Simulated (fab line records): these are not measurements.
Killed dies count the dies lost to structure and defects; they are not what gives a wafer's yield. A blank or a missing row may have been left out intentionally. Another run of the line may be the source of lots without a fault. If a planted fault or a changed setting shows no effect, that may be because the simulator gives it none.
Comparing a struck lot with a sound one | flow gf180mcu | 14 out of 602 route steps
Sound: wafers L722.2, L722.3, L722.4. Struck: wafers L733.2, L733.3, L733.4. The cause comes at the end.
At each step with rows: each side's tool, then ch and its chambers, then its first start. Under that, the readings that differ: sound wafers | struck wafers | difference of the means | sigmas: that difference in standard deviations of wafers without a fault.
alike: same words and numbers on both sides, and readings whose means sit less than 2 such deviations apart. not compared: any withheld reading, any reading some wafer has no value for, any bound like >300 that may hide the same value, and any number with overlapping values for which the record gives no deviation.
The two part at a step that has a row with sigmas, a row that says differs or no value, or rows on one side only. Numbers that have no deviation but don't overlap get no sigmas and don't part them. A reading missing from all wafers of one side parts the sides only when that side holds two or more wafers.

first, 1 step without rows for these wafers: GF_V4_CVD_00 (deposits SiO2, target thk 600 nm, time 100 s).
GF_V4_THK_MEAS_01:
  sound on film metro-03, day 25 22:16; struck on film metro-03, day 29 07:55
  alike: V4_CVD_00_THK
GF_V4_CVD_02: deposits SiO2 from TEOS, target thk 850 nm, time 94.851 s.
  sound on pecvd-03 ch 1,2, day 25 22:19; struck on pecvd-04 ch 0,1, day 29 07:58
  alike: heater power w
  not compared: since wet clean h
GF_V4_THK_MEAS_03:
  sound on film metro-01, day 25 22:23; struck on film metro-04, day 29 08:05
  alike: V4_CVD_02_THK
GF_V4_CMP_04: polishes SiO2.
  sound on cmp-02 ch 0,1,3, day 25 22:34; struck on cmp-01 ch 0,2,3, day 29 08:08
  alike: motor current A, time to endpoint s
GF_V4_BOW_MEAS_05:
  sound on film metro-03, day 25 22:53; struck on film metro-04, day 29 08:28
  alike: V4_BOW
then, 6 steps without rows for these wafers: GF_V4_DEHYDRATE_06 (time 60 s); GF_V4_HMDS_07 (prime time 60 s); GF_V4_COAT_08; GF_V4_COAT_09 (resist thk 1000 nm); GF_V4_SOFTBAKE_10 (time 60 s); GF_V4_EXPOSE_11 (exposes mask Via4, target cd 260 nm).
GF_V4_PEB_12: peb time 90 s.
  struck on litho track-02, day 30 03:01; sound on litho track-02 ch 0, day 26 19:40
  no value came back on the struck wafers for chill plate temp C (C), exhaust pa (Pa), heater power total W (W); on the sound wafers chill plate temp C (C) reads 23.07 23.10 22.96
then, 1 step without rows for these wafers: GF_V4_DEVELOP_13 (develop time 60 s).

== WHERE THEY PART ==
Only at GF_V4_PEB_12, within this record.

WHY: whatever the simulator had introduced
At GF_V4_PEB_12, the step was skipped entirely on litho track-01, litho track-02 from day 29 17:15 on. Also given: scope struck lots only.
